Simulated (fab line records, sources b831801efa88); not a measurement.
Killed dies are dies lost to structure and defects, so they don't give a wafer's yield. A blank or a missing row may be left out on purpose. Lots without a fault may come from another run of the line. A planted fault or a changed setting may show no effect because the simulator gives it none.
Chamber matching | flow gf180mcu | GF_V3_CMP_26 on cmp-02: 4 sister chambers
The step polishes, stops on SiO2, t overpolish 15 s, target thk 0 nm. 16 wafers are shown with their chamber, then 8 later ones without.

WAFERS WITH THEIR CHAMBER
wafer  | chamber | motor_current_A (A) | platen_rpm (rpm) | time_to_endpoint_s (s)
L074.1 | 3       | 9.9                 | 59.99            | 92
L074.3 | 2       | 10.8                | 59.96            | 85
L074.4 | 1       | 9.7                 | 59.98            | 82
L076.2 | 3       | 8.8                 | 59.97            | 88
L076.3 | 0       | 9.5                 | 60.06            | 87
L076.5 | 1       | 9.9                 | 59.98            | 87
L082.1 | 0       | 9.7                 | 60.03            | 83
L082.4 | 3       | 9.4                 | 60.01            | 84
L082.6 | 1       | 9.8                 | 59.99            | 80
L083.2 | 0       | 9.2                 | 60.00            | 81
L083.3 | 1       | 10.0                | 59.98            | 78
L083.4 | 2       | 10.3                | 60.00            | 81
L088.4 | 1       | 9.7                 | 59.99            | 85
L088.5 | 0       | 9.8                 | 60.02            | 82
L088.6 | 1       | 9.7                 | 60.03            | 84
L091.2 | 1       | 9.8                 | 59.95            | 83

SIGNATURES (means of the wafers above)
reading            | chamber 0 | chamber 1 | chamber 2 | chamber 3 | scatter within a chamber
motor_current_A    | 9.550     | 9.800     | 10.550    | 9.367     | 0.292
platen_rpm         | 60.0275   | 59.9857   | 59.9800   | 59.9900   | 0.0239
time_to_endpoint_s | 83.25     | 82.71     | 83.00     | 88.00     | 3.11
Rule: a wafer's distance from a chamber is the root of the sum, over the readings, of the square of ((its reading less the chamber's mean) divided by the reading's scatter). The wafer belongs to the nearest chamber; if the next one is less than 2 further off, it can't be placed. The scatter: the root of (the sum of the squares of (reading less its chamber's mean) over the shown wafers, divided by (wafers less chambers)).

WAFERS WITHOUT THEIR CHAMBER
wafer  | motor_current_A (A) | platen_rpm (rpm) | time_to_endpoint_s (s)
L091.5 | 9.3                 | 59.98            | 87
L091.6 | 9.5                 | 59.99            | 83
L096.1 | 9.6                 | 60.01            | 81
L096.2 | 9.6                 | 60.05            | 87
L096.3 | 10.3                | 59.98            | 83
L097.3 | 9.9                 | 59.97            | 85
L097.4 | 10.4                | 60.01            | 82
L097.5 | 10.1                | 59.98            | 83

WHICH CHAMBER EACH WENT THROUGH
wafer  | from the rows above               | in truth
L091.5 | can't be placed: 3 or 1 or 0      | 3
L091.6 | can't be placed: 1 or 0 or 3      | 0
L096.1 | can't be placed: 0 or 1 or 3      | 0
L096.2 | can't be placed: 0 or 3 or 1      | 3
L096.3 | can't be placed: 2 or 1           | 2
L097.3 | can't be placed: 1 or 3 or 2 or 0 | 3
L097.4 | can't be placed: 2 or 1 or 0      | 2
L097.5 | can't be placed: 1 or 2 or 0 or 3 | 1
Placed correctly: 0 of 8. Can't be placed from these rows: 8 (the true chamber is among the candidates in 8). Placed wrongly: 0.
